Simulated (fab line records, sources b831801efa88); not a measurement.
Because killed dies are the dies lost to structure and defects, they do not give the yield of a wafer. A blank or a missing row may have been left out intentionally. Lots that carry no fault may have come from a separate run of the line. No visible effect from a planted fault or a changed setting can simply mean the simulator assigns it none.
A lot that was struck, set against a sound lot || flow sky130 || 44 out of 708 route steps
Sound: these wafers, L299.2, L299.5, L299.6. Wafers L307.3, L307.4, L307.6 were the ones struck. The cause is given at the end.
Per side, at each step with rows, come the tool, then ch with its chambers, and then its first start. Under that, the readings that differ: sound wafers || struck wafers || difference of the means || sigmas: that difference in standard deviations of wafers without a fault.
alike: a reading whose means differ by less than 2 such deviations, as well as words and numbers matching on both sides. not compared: withheld readings; readings where some wafer has no value; bounds like >300 that might hide an equal value; numbers whose values overlap and for which the record gives no deviation.
Wherever a step has rows on one side only, a row that says differs or no value, or a row with sigmas, the two part there. When numbers do not overlap yet have no deviation, they are printed without sigmas and do not part them. A reading that every wafer of one side lacks parts them only if that side has two wafers or more.

first, 7 steps without rows for these wafers: SKY_VIA2_ETCH_15 (etches SiO2 in C4F8/O2/Ar, stops on TiN, target depth 546 nm, time 84 s); SKY_VIA2_STRIP_16 (strips in O2/N2); SKY_VIA2_STRIP_17 (strips in post etch residue remover, time 1200 s); SKY_VIA2_CLEAN_18 (cleans in IPA, time 180 s); SKY_VIA2_CLEAN_19 (cleans in O3/DIW); SKY_VIA2_SPUTTER_20 (material TiN, target thk 20 nm, time 80 s); SKY_VIA2_CVD_21 (deposits W, target thk 420 nm, time 126.4 s).
SKY_VIA2_RS_MEAS_22: uses a four-point probe to measure.
  sound: film_metro-01 at day 41 19:43; struck: film_metro-02 at day 43 22:41
  alike: VIA2_W_RS
SKY_VIA2_THK_MEAS_23: measures by xrf.
  sound: film_metro-01 at day 41 19:49; struck: film_metro-02 at day 43 22:47
  alike: VIA2_W_THK
then, 2 steps without rows for these wafers: SKY_VIA2_CMP_24 (polishes, stops on SiO2, t overpolish 20 s, target thk 0 nm); SKY_METAL3_SPUTTER_00 (material Ti, target thk 15 nm, time 10 s).
SKY_METAL3_SPUTTER_01: material TiN, target thk 20 nm, time 16.7 s.
  sound: pvd_sputter-04 at day 41 20:11; struck: pvd_sputter-04 at day 43 23:18
  alike: cathode_dc_power_W, throttle_valve_pct
SKY_METAL3_SPUTTER_02: material AlCu, target thk 735 nm, time 39.1 s.
  sound: pvd_sputter-04 at day 41 20:13; struck: pvd_sputter-04 at day 43 23:19
{"reading": "cathode_dc_power_W (W)", "sound": "10603 10602 10601", "struck": "10052 10051 10051", "difference": -551, "sigmas": "-99 or more"}
{"reading": "model.AlCu_of_METAL3_SPUTTER_02.thk_nm (nm)", "sound": "731.1 724.3 733.9", "struck": "705.6 702.2 693", "difference": -29.5, "sigmas": ""}
  alike: throttle_valve_pct
SKY_METAL3_SPUTTER_03: material Ti, target thk 5 nm, time 3.3 s.
  sound: pvd_sputter-04 at day 41 20:15; struck: pvd_sputter-04 at day 43 23:22
  alike: cathode_dc_power_W, throttle_valve_pct
then, 1 step without rows for these wafers: SKY_METAL3_SPUTTER_04 (material TiN, target thk 70 nm, time 58.3 s).
SKY_CAPM_CVD_00: deposits SiO2, target thk 15.5 nm.
  sound on pecvd-03 ch 1,2, day 41 20:19; struck on pecvd-02 ch 0,1,2, day 43 23:26
  alike: heater_power_w
SKY_CAPM_THK_MEAS_01:
  sound: film_metro-04 at day 41 20:22; struck: film_metro-04 at day 43 23:28
  alike: CAPM_CVD_00_THK
SKY_CAPM_SPUTTER_02: material TiN, target thk 200 nm, time 166.7 s.
  sound: pvd_sputter-02 at day 41 20:25; struck: pvd_sputter-01 at day 43 23:31
  alike: cathode_dc_power_W, throttle_valve_pct
SKY_CAPM_RS_MEAS_03: uses a four-point probe to measure.
  sound: film_metro-01 at day 41 20:32; struck: film_metro-04 at day 43 23:40
  alike: CAPM_TIN_RS
SKY_CAPM_THK_MEAS_04: measures by xrf.
  sound: film_metro-01 at day 41 20:39; struck: film_metro-04 at day 43 23:46
  alike: CAPM_TIN_THK
then, 7 steps without rows for these wafers: SKY_CAPM_DEHYDRATE_05 (time 60 s); SKY_CAPM_HMDS_06 (prime time 60 s); SKY_CAPM_COAT_07 (resist thk 1140 nm); SKY_CAPM_SOFTBAKE_08 (time 60 s); SKY_CAPM_EXPOSE_09 (exposes mask CAPM, target cd 1000 nm); SKY_CAPM_PEB_10; SKY_CAPM_DEVELOP_11 (develop time 60 s).
SKY_CAPM_OVL_MEAS_12:
  sound: overlay-02 at day 42 20:46; struck: overlay-01 at day 44 22:31
  alike: CAPM_OVL
SKY_CAPM_METAL_ETCH_13: etches TiN in Cl2/BCl3, stops on SiO2, target depth 220 nm, time 62.9 s.
  sound on rie_metal-02 ch 0,1, day 42 20:47; struck on rie_metal-02 ch 0,1, day 44 22:34
  alike: chamber_pressure_mTorr, drypump_motor_current_A, he_backside_leak_sccm, oes_product_au, throttle_valve_pct
  not compared: rf_hours_counter_h
then, 12 steps without rows for these wafers: SKY_CAPM_STRIP_14 (strips in O2/N2); SKY_CAPM_STRIP_15 (strips in post etch residue remover, time 1200 s); SKY_CAPM_CLEAN_16 (cleans in IPA, time 180 s); SKY_CAPM_CLEAN_17 (cleans in O3/DIW); SKY_METAL3_DEHYDRATE_05 (time 60 s); SKY_METAL3_HMDS_06 (prime time 60 s); SKY_METAL3_COAT_07 (resist thk 60 nm); SKY_METAL3_COAT_08 (resist thk 1140 nm); SKY_METAL3_SOFTBAKE_09 (time 90 s); SKY_METAL3_EXPOSE_10 (exposes mask MM3, target cd 300 nm); SKY_METAL3_PEB_11; SKY_METAL3_DEVELOP_12 (develop time 60 s).
SKY_METAL3_CD_MEAS_13: target cd 300 nm.
  sound: cd_sem-01 at day 43 21:19; struck: cd_sem-01 at day 45 21:11
  alike: cd_nm
SKY_METAL3_METAL_ETCH_18: etches the open film in Cl2/BCl3, stops on SiO2, target depth 845 nm, time 183.1 s.
  sound on rie_metal-04 ch 0,1, day 43 21:36; struck on rie_metal-04 ch 0,1, day 45 21:31
{"reading": "oes_product_au (a.u.)", "sound": "0.855 0.862 0.860", "struck": "0.844 0.851 0.837", "difference": -0.015, "sigmas": -2}
  alike: chamber_pressure_mTorr, drypump_motor_current_A, he_backside_leak_sccm, throttle_valve_pct
  not compared: rf_hours_counter_h
-- the record jumps here: 6 days lie between the struck wafers' starts before and after (it left off in module METAL3 and takes up again in module PAD_OPEN, whose first step shown is number 708 of the route) --
SKY_PAD_OPEN_PROBE_99:
  sound: prober-02 at day 50 13:21; struck: prober-02 at day 52 01:19
{"reading": "model.etest.met3.line_ohm_um", "sound": "0.1434 0.1485 0.1469", "struck": "0.1531 0.1532 0.1562", "difference": "+0.0079", "sigmas": ""}
{"reading": "model.etest.met3.rs_ohm_sq", "sound": "0.0432 0.04334 0.04268", "struck": "0.04418 0.04506 0.04615", "difference": "+0.00206", "sigmas": ""}
  alike: defect_limited_yield, killed_at_M0_to_M3, killed_at_M4_up, killed_at_contacts, killed_at_front_end, killed_at_other, killed_dies, killed_open, killed_short, sort_bin_3_pad_short, sort_bin_5_function, sort_bin_6_memory, sort_n_pass, sort_yield_pct

== WHERE THEY PART ==
At SKY_METAL3_SPUTTER_02 first; at SKY_METAL3_METAL_ETCH_18 last (within this record only). Later steps at which nothing parts them and some readings are alike: SKY_PAD_OPEN_PROBE_99.

WHY: what the simulator had put in
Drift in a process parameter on pvd_sputter-04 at SKY_METAL3_SPUTTER_02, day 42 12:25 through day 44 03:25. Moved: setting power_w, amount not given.
